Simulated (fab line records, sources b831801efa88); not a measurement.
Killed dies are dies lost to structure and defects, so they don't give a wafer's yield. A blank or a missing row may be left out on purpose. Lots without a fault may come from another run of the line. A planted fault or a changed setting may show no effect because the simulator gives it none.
Tool commonality check | flow sky130 | 13 lots, 39 wafers sampled

WHY IT WAS OPENED
At SKY_VT_ADJUST_LVTN_TW_MEAS_21 the reading VT_ADJUST_LVTN_2_TW is flagged on 2 of 13 lots. Wafers without a fault read 187.5, standard deviation 0.89.
Rule: a lot is flagged when every wafer of it that has a number lies more than 4 standard deviations from that mean, or none has a number. The other lots count as sound.

lot  | measured     | on            | VT_ADJUST_LVTN_2_TW, wafer by wafer | flag
L611 | day 8 07:16  | film_metro-04 | 188.1 187.4 187.7                   |
L613 | day 8 21:14  | film_metro-02 | 188.9 188.3 188.1                   |
L614 | day 9 06:43  | film_metro-02 | 186.4 188.6 188.3                   |
L615 | day 9 12:10  | film_metro-04 | 188.3 187.7 188.4                   |
L616 | day 9 17:58  | film_metro-01 | 186.1 186.9 186.5                   |
L617 | day 10 01:11 | film_metro-01 | 188.0 187.1 185.4                   |
L621 | day 11 04:13 | film_metro-02 | 187.7 187.3 188.1                   |
L625 | day 12 08:14 | film_metro-04 | 228.6 229.9 228.6                   | FLAGGED
L626 | day 12 15:53 | film_metro-02 | 228.1 229.2 228.1                   | FLAGGED
L627 | day 12 17:43 | film_metro-04 | 189.1 187.7 188.4                   |
L628 | day 12 23:46 | film_metro-01 | 187.3 187.0 187.4                   |
L630 | day 13 22:19 | film_metro-02 | 187.7 189.2 188.2                   |
L631 | day 14 04:49 | film_metro-04 | 186.8 186.3 187.3                   |
The numbers of the flagged lots are 228.8 on average: +41.2 against the usual, or +46 standard deviations.

WHICH TOOL RAN EACH LOT
The record holds 2 process steps before the reading, out of a route of 708 steps. In each cell: the tool, then ch and the chambers that the sampled wafers went through, then the start.
lot  | flag    | SKY_DNWELL_STRIP_08                 | SKY_VT_ADJUST_LVTN_IMPLANT_19
L611 |         | plasma_asher-01 ch 0,1, day 3 13:32 | implanter-02 ch 0, day 8 07:01
L613 |         | plasma_asher-04 ch 0,1, day 4 01:43 | implanter-02 ch 0, day 8 21:01
L614 |         | plasma_asher-04 ch 0,1, day 4 08:07 | implanter-01 ch 0, day 9 06:28
L615 |         | plasma_asher-04 ch 0,1, day 4 13:23 | implanter-01 ch 0, day 9 11:55
L616 |         | plasma_asher-04 ch 0,1, day 4 18:19 | implanter-02 ch 0, day 9 17:43
L617 |         | plasma_asher-03 ch 0,1, day 4 23:35 | implanter-04 ch 0, day 10 00:57
L621 |         | plasma_asher-01 ch 0,1, day 5 23:02 | implanter-02 ch 0, day 11 03:58
L625 | FLAGGED | plasma_asher-04 ch 0,1, day 6 19:58 | implanter-04 ch 0, day 12 07:40
L626 | FLAGGED | plasma_asher-01 ch 1, day 7 02:29   | implanter-01 ch 0, day 12 15:16
L627 |         | plasma_asher-03 ch 0,1, day 7 05:25 | implanter-01 ch 0, day 12 17:28
L628 |         | plasma_asher-01 ch 0,1, day 7 08:29 | implanter-04 ch 0, day 12 23:32
L630 |         | plasma_asher-04 ch 0, day 8 03:32   | implanter-04 ch 0, day 13 22:05
L631 |         | plasma_asher-01 ch 0,1, day 8 07:50 | implanter-04 ch 0, day 14 04:34
What these steps do:
- SKY_DNWELL_STRIP_08: strips in O2/N2.
- SKY_VT_ADJUST_LVTN_IMPLANT_19
- SKY_VT_ADJUST_LVTN_TW_MEAS_21

FLAGGED OVER TOTAL, TOOL BY TOOL (the gauges that took the reading come last)
step                          | tool            | lots run | flagged | share of the flagged lots | sound lots run after its first flagged lot
SKY_DNWELL_STRIP_08           | plasma_asher-01 | 5        | 1       | some                      | 2 (L628,L631)
SKY_DNWELL_STRIP_08           | plasma_asher-03 | 2        | 0       | none                      | -
SKY_DNWELL_STRIP_08           | plasma_asher-04 | 6        | 1       | some                      | 1 (L630)
SKY_VT_ADJUST_LVTN_IMPLANT_19 | implanter-01    | 4        | 1       | some                      | 1 (L627)
SKY_VT_ADJUST_LVTN_IMPLANT_19 | implanter-02    | 4        | 0       | none                      | -
SKY_VT_ADJUST_LVTN_IMPLANT_19 | implanter-04    | 5        | 1       | some                      | 3 (L628,L630,L631)
SKY_VT_ADJUST_LVTN_TW_MEAS_21 | film_metro-01   | 3        | 0       | none                      | -
SKY_VT_ADJUST_LVTN_TW_MEAS_21 | film_metro-02   | 5        | 1       | some                      | 1 (L630)
SKY_VT_ADJUST_LVTN_TW_MEAS_21 | film_metro-04   | 5        | 1       | some                      | 2 (L627,L631)

WHAT THE TABLE ALLOWS
No row of the table ran every flagged lot.

WHAT THE SIMULATOR HAD PUT IN
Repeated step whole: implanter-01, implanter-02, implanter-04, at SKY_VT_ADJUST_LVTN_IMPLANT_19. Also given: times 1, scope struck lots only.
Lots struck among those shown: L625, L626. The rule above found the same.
